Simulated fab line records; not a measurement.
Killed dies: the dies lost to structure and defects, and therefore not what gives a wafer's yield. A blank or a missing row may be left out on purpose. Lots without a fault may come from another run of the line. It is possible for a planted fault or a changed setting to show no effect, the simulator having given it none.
Which of the tools did it? / flow gf180mcu / Sampling: 13 lots, 39 wafers, 4 of 602 route steps

## WHAT THE GAUGES SHOWED, per wafer
GF_PSD_OVL_MEAS_08. Usual: PSD_OVL -0.1 nm, standard deviation 1.4.
lot=L412; measured=day 14 10:05; on=overlay-01; PSD_OVL (nm)=-0.1 -2.6 -1.1; flag=
lot=L414; measured=day 15 03:40; on=overlay-01; PSD_OVL (nm)=1.0 2.0 2.5; flag=
lot=L415; measured=day 15 07:53; on=overlay-01; PSD_OVL (nm)=-1.9 -0.7 -0.4; flag=
lot=L421; measured=day 17 10:53; on=overlay-02; PSD_OVL (nm)=0.2 -1.1 -1.1; flag=
lot=L422; measured=day 17 23:43; on=overlay-02; PSD_OVL (nm)=1.2 -0.2 0.9; flag=
lot=L423; measured=day 18 03:47; on=overlay-01; PSD_OVL (nm)=1.3 0.4 1.7; flag=
lot=L426; measured=day 19 04:59; on=overlay-02; PSD_OVL (nm)=-1.4 -0.5 2.4; flag=
lot=L429; measured=day 20 06:00; on=overlay-01; PSD_OVL (nm)=3.0 1.2 0.7; flag=
lot=L430; measured=day 20 15:56; on=overlay-01; PSD_OVL (nm)=-0.8 -0.3 -1.2; flag=
lot=L431; measured=day 20 23:40; on=overlay-01; PSD_OVL (nm)=-4.1 1.0 0.0; flag=
lot=L432; measured=day 21 07:53; on=overlay-02; PSD_OVL (nm)=-2.4 -0.5 -2.4; flag=
lot=L433; measured=day 21 14:43; on=overlay-02; PSD_OVL (nm)=-0.5 -0.4 -3.0; flag=
lot=L434; measured=day 22 01:17; on=overlay-01; PSD_OVL (nm)=0.7 -0.7 1.0; flag=

GF_SAB_THK_MEAS_01. Usual: SAB_CVD_00_THK 49.9 nm, standard deviation 0.7.
lot=L412; measured=day 14 10:50; on=film metro-01; SAB_CVD_00_THK (nm)=49.9 50.3 50.6; flag=
lot=L414; measured=day 15 04:25; on=film metro-01; SAB_CVD_00_THK (nm)=50.7 50.0 50.9; flag=
lot=L415; measured=day 15 08:38; on=film metro-03; SAB_CVD_00_THK (nm)=48.6 48.6 48.8; flag=
lot=L421; measured=day 17 11:42; on=film metro-03; SAB_CVD_00_THK (nm)=49.6 65.4 50.5; flag=OFF
lot=L422; measured=day 18 00:28; on=film metro-01; SAB_CVD_00_THK (nm)=49.7 49.8 50.7; flag=
lot=L423; measured=day 18 04:31; on=film metro-01; SAB_CVD_00_THK (nm)=49.7 64.9 51.1; flag=OFF
lot=L426; measured=day 19 05:43; on=film metro-02; SAB_CVD_00_THK (nm)=49.5 49.6 50.5; flag=
lot=L429; measured=day 20 06:45; on=film metro-02; SAB_CVD_00_THK (nm)=49.9 49.8 49.8; flag=
lot=L430; measured=day 20 16:41; on=film metro-02; SAB_CVD_00_THK (nm)=49.4 48.9 49.2; flag=
lot=L431; measured=day 21 00:25; on=film metro-01; SAB_CVD_00_THK (nm)=49.6 50.5 50.9; flag=
lot=L432; measured=day 21 08:38; on=film metro-01; SAB_CVD_00_THK (nm)=49.2 49.0 50.2; flag=
lot=L433; measured=day 21 15:28; on=film metro-03; SAB_CVD_00_THK (nm)=48.5 49.5 49.6; flag=
lot=L434; measured=day 22 02:02; on=film metro-03; SAB_CVD_00_THK (nm)=50.0 50.3 50.6; flag=

## WHICH TOOL RAN EACH LOT (tool, then ch and the chambers of the sampled wafers, then the start)
lot=L412; GF_HV_LDD_ETCHBACK_58=rie diel-03 ch 1,3, day 12 16:41; GF_SAB_CVD_00=pecvd-04 ch 0,2, day 14 10:49
lot=L414; GF_HV_LDD_ETCHBACK_58=rie diel-04 ch 0,1, day 13 09:07; GF_SAB_CVD_00=pecvd-04 ch 0,1,2, day 15 04:22
lot=L415; GF_HV_LDD_ETCHBACK_58=rie diel-02 ch 0,3, day 13 13:47; GF_SAB_CVD_00=pecvd-01 ch 0,1, day 15 08:35
lot=L421; GF_HV_LDD_ETCHBACK_58=rie diel-02 ch 1,2,3, day 15 14:43; GF_SAB_CVD_00=pecvd-04 ch 0,1,2, day 17 11:41
lot=L422; GF_HV_LDD_ETCHBACK_58=rie diel-04 ch 0,2,3, day 16 02:34; GF_SAB_CVD_00=pecvd-02 ch 0,2, day 18 00:26
lot=L423; GF_HV_LDD_ETCHBACK_58=rie diel-03 ch 1,2,3, day 16 06:51; GF_SAB_CVD_00=pecvd-04 ch 0,2, day 18 04:29
lot=L426; GF_HV_LDD_ETCHBACK_58=rie diel-03 ch 0,3, day 17 06:20; GF_SAB_CVD_00=pecvd-02 ch 0,1, day 19 05:41
lot=L429; GF_HV_LDD_ETCHBACK_58=rie diel-04 ch 1,2,3, day 18 04:32; GF_SAB_CVD_00=pecvd-02 ch 0,2, day 20 06:43
lot=L430; GF_HV_LDD_ETCHBACK_58=rie diel-03 ch 2,3, day 18 14:58; GF_SAB_CVD_00=pecvd-01 ch 0,1,2, day 20 16:40
lot=L431; GF_HV_LDD_ETCHBACK_58=rie diel-03 ch 0,3, day 18 22:34; GF_SAB_CVD_00=pecvd-01 ch 0,1, day 21 00:23
lot=L432; GF_HV_LDD_ETCHBACK_58=rie diel-04 ch 0,1,3, day 19 06:43; GF_SAB_CVD_00=pecvd-01 ch 0,1,2, day 21 08:37
lot=L433; GF_HV_LDD_ETCHBACK_58=rie diel-04 ch 1,2, day 19 14:08; GF_SAB_CVD_00=pecvd-01 ch 0,1, day 21 15:26
lot=L434; GF_HV_LDD_ETCHBACK_58=rie diel-02 ch 0,3, day 20 00:56; GF_SAB_CVD_00=pecvd-04 ch 0,1,2, day 22 02:01
- GF_HV_LDD_ETCHBACK_58: etches Si3N4 in CH3F/O2, stops on SiO2, time 100 s, target depth 90 nm.
- GF_SAB_CVD_00: deposits SiO2 from TEOS, target thk 50 nm, time 4.9302 s.

## WHAT THE TOOLS THEMSELVES READ (means of the sampled wafers that have a number; where no wafer has one, the mark that the record gives instead)
GF_HV_LDD_ETCHBACK_58. Usual: drypump motor current A 5.9 A, standard deviation 0.37; oes product au 0.841 a.u., standard deviation 0.006; throttle valve pct 10.561 %, standard deviation 0.01.
lot=L412; tool=rie diel-03; drypump motor current A (A)=6.5; oes product au (a.u.)=0.844; throttle valve pct (%)=10.565; flag=
lot=L414; tool=rie diel-04; drypump motor current A (A)=5.7; oes product au (a.u.)=0.842; throttle valve pct (%)=10.562; flag=
lot=L415; tool=rie diel-02; drypump motor current A (A)=5.5; oes product au (a.u.)=0.844; throttle valve pct (%)=10.561; flag=
lot=L421; tool=rie diel-02; drypump motor current A (A)=5.8; oes product au (a.u.)=0.839; throttle valve pct (%)=10.556; flag=
lot=L422; tool=rie diel-04; drypump motor current A (A)=5.7; oes product au (a.u.)=0.839; throttle valve pct (%)=10.558; flag=
lot=L423; tool=rie diel-03; drypump motor current A (A)=6.1; oes product au (a.u.)=0.834; throttle valve pct (%)=10.562; flag=
lot=L426; tool=rie diel-03; drypump motor current A (A)=6.4; oes product au (a.u.)=0.847; throttle valve pct (%)=10.562; flag=
lot=L429; tool=rie diel-04; drypump motor current A (A)=5.8; oes product au (a.u.)=0.846; throttle valve pct (%)=10.569; flag=
lot=L430; tool=rie diel-03; drypump motor current A (A)=6.2; oes product au (a.u.)=0.842; throttle valve pct (%)=10.558; flag=
lot=L431; tool=rie diel-03; drypump motor current A (A)=6.1; oes product au (a.u.)=0.839; throttle valve pct (%)=10.560; flag=
lot=L432; tool=rie diel-04; drypump motor current A (A)=5.6; oes product au (a.u.)=0.847; throttle valve pct (%)=10.560; flag=
lot=L433; tool=rie diel-04; drypump motor current A (A)=5.9; oes product au (a.u.)=0.845; throttle valve pct (%)=10.548; flag=
lot=L434; tool=rie diel-02; drypump motor current A (A)=5.8; oes product au (a.u.)=0.834; throttle valve pct (%)=10.563; flag=

GF_SAB_CVD_00. Usual: heater power w 634 W, standard deviation 98.
lot=L412; tool=pecvd-04; heater power w (W)=588; flag=
lot=L414; tool=pecvd-04; heater power w (W)=590; flag=
lot=L415; tool=pecvd-01; heater power w (W)=736; flag=
lot=L421; tool=pecvd-04; heater power w (W)=580; flag=
lot=L422; tool=pecvd-02; heater power w (W)=742; flag=
lot=L423; tool=pecvd-04; heater power w (W)=508; flag=
lot=L426; tool=pecvd-02; heater power w (W)=622; flag=
lot=L429; tool=pecvd-02; heater power w (W)=723; flag=
lot=L430; tool=pecvd-01; heater power w (W)=660; flag=
lot=L431; tool=pecvd-01; heater power w (W)=599; flag=
lot=L432; tool=pecvd-01; heater power w (W)=632; flag=
lot=L433; tool=pecvd-01; heater power w (W)=736; flag=
lot=L434; tool=pecvd-04; heater power w (W)=559; flag=

## THE ANSWER, worked out from the rows above alone
Rule: a lot is off if the mean of its wafers that have a number lies more than 3 standard deviations from the usual mean. A lot without any number at a reading at which 4 lots or more have one is off too. The other lots that the step has rows for count as sound. Order of review: gauges by route order, followed by the tools' own readings, for which a lot's mean as printed above is used. The first step at which some lot is off is used, and at that step the reading that is off furthest; a lot without a number counts as furthest.
Off: L421, L423, seen at GF_SAB_THK_MEAS_01 (SAB_CVD_00_THK).
A tool fits if, at a process step before that reading, it ran every lot that is off, and no sound lot after the first of them. Those tools and the gauges at GF_SAB_THK_MEAS_01 are tried in the same way. No candidate that was tried fits.

## WHAT HAD BEEN PUT IN BY THE SIMULATOR
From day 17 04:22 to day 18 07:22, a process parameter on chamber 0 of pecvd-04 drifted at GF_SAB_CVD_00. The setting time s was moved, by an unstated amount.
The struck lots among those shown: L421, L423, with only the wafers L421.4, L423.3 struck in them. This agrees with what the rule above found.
